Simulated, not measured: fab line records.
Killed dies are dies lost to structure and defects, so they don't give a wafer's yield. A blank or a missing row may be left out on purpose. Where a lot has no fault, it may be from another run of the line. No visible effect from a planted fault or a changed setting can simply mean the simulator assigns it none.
What tool caused it? | flow sky130 | 6 lots (18 wafers sampled), 1 step of a 708-step route

== WHAT EACH GAUGE READ, for each wafer ==
SKY_VIA2_THK_MEAS_23: measures by xrf.
lot  | measured     | on           | VIA2_W_THK (nm)
L326 | day 36 12:01 | filmMetro-03 | 409 408 411
L329 | day 37 17:26 | filmMetro-03 | 409 417 409
L332 | day 39 03:13 | filmMetro-03 | 424 418 420
L337 | day 40 15:39 | filmMetro-04 | 416 416 413
L343 | day 42 02:57 | filmMetro-04 | 423 413 414
L347 | day 43 05:46 | filmMetro-04 | 422 428 431

== WHICH TOOL RAN EACH LOT (tool, then ch and the chambers of the sampled wafers, then the start) ==
Record: no process step prior to these readings.

== THE ANSWER, worked out from the rows above alone ==
Rule: the lots themselves supply what counts as usual. The widest of any qualifying gaps counts: lots, ordered by their means at a reading, are off when they make up no more than a third of the lots, leave a main group of 4 or more, and stand apart from it by 3 or more times the standard deviation of that group's means. A main group is skipped when, at the precision printed for the reading in the tables above, its means are all equal. A lot without any number at a reading at which 4 lots or more have one is off too. Where the step has rows for the other lots, those lots are counted as sound.
No lot is off on any of the readings shown, so nothing can be concluded from this.

== WHAT HAD BEEN PUT IN BY THE SIMULATOR ==
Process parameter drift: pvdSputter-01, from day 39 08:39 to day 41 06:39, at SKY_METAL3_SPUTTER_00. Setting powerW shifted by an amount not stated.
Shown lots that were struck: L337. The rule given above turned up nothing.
